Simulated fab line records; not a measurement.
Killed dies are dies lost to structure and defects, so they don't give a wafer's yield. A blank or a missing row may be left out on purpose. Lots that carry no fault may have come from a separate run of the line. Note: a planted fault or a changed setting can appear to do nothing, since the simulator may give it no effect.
Which of the tools did it? | flow sky130 | 10 lots, 30 wafers sampled, at 2 steps of a route of 708

## WHAT THE GAUGES READ, wafer by wafer
SKY_CAPM_OVL_MEAS_12.
lot  | measured     | on         | CAPM_OVL (nm)
L891 | day 38 04:40 | overlay-02 | 0.0 1.6 3.0
L899 | day 40 13:07 | overlay-01 | 0.2 -1.1 -0.4
L900 | day 40 18:16 | overlay-02 | 0.2 -1.5 -0.6
L903 | day 41 17:32 | overlay-02 | 1.3 -0.1 0.3
L906 | day 42 09:08 | overlay-01 | -0.5 0.0 3.2
L905 | day 42 10:31 | overlay-01 | 0.4 0.2 -1.3
L907 | day 43 11:28 | overlay-01 | 1.4 0.3 0.5
L910 | day 43 14:48 | overlay-02 | 0.6 1.0 1.5
L911 | day 43 16:23 | overlay-02 | 1.0 3.4 3.9
L912 | day 43 20:53 | overlay-02 | 0.9 -0.4 1.9

## WHICH TOOL RAN EACH LOT (tool, then ch and the chambers of the sampled wafers, then the start)
lot  | SKY_METAL3_SPUTTER_04
L891 | pvdSputter-01, day 37 01:49
L899 | pvdSputter-01, day 39 11:28
L900 | pvdSputter-03, day 39 18:33
L903 | pvdSputter-02, day 40 17:41
L906 | pvdSputter-01, day 41 09:47
L905 | pvdSputter-01, day 41 10:42
L907 | pvdSputter-03, day 42 12:45
L910 | pvdSputter-01, day 42 15:55
L911 | pvdSputter-02, day 42 17:29
L912 | pvdSputter-03, day 42 21:41
- SKY_METAL3_SPUTTER_04: material TiN, target thk 70 nm, time 58.3 s.

## AS READ BY THE TOOLS THEMSELVES (means over the sampled wafers that have a number; for cases with no such wafer, the mark the record gives instead)
SKY_METAL3_SPUTTER_04.
lot  | tool          | cathodeDcPowerW (W) | throttleValvePct (%)
L891 | pvdSputter-01 | 6499.9              | 30.1
L899 | pvdSputter-01 | 6500.6              | 31.2
L900 | pvdSputter-03 | 6499.8              | 29.9
L903 | pvdSputter-02 | 6498.2              | 30.0
L906 | pvdSputter-01 | 6500.0              | 30.1
L905 | pvdSputter-01 | 6499.6              | 29.6
L907 | pvdSputter-03 | 6500.2              | 31.2
L910 | pvdSputter-01 | 6499.7              | 30.2
L911 | pvdSputter-02 | 6498.6              | 29.6
L912 | pvdSputter-03 | 6499.5              | 30.8

## THE ANSWER, worked out from the rows above alone
Rule: usual is defined by the lots themselves. Put in order of their means at a reading, lots are off if they are a third of the lots or fewer, leave a main group of 4 or more, and stand apart from it by a gap of 3 or more times the standard deviation of the main group's means; of several such gaps the widest counts. A main group is skipped when, at the precision printed for the reading in the tables above, its means are all equal. Also off: a lot with no number at a reading for which 4 or more lots have one. Where the step has rows for the other lots, those lots are counted as sound. After the gauges, taken in route order, come the tools' own readings; for these a lot's mean is taken, as printed above. The first step at which some lot is off is used, and at that step the reading that is off furthest; a lot without a number counts as furthest.
None of the lots is off at any reading shown; this tells nothing.

## WHAT THE SIMULATOR HAD PUT IN
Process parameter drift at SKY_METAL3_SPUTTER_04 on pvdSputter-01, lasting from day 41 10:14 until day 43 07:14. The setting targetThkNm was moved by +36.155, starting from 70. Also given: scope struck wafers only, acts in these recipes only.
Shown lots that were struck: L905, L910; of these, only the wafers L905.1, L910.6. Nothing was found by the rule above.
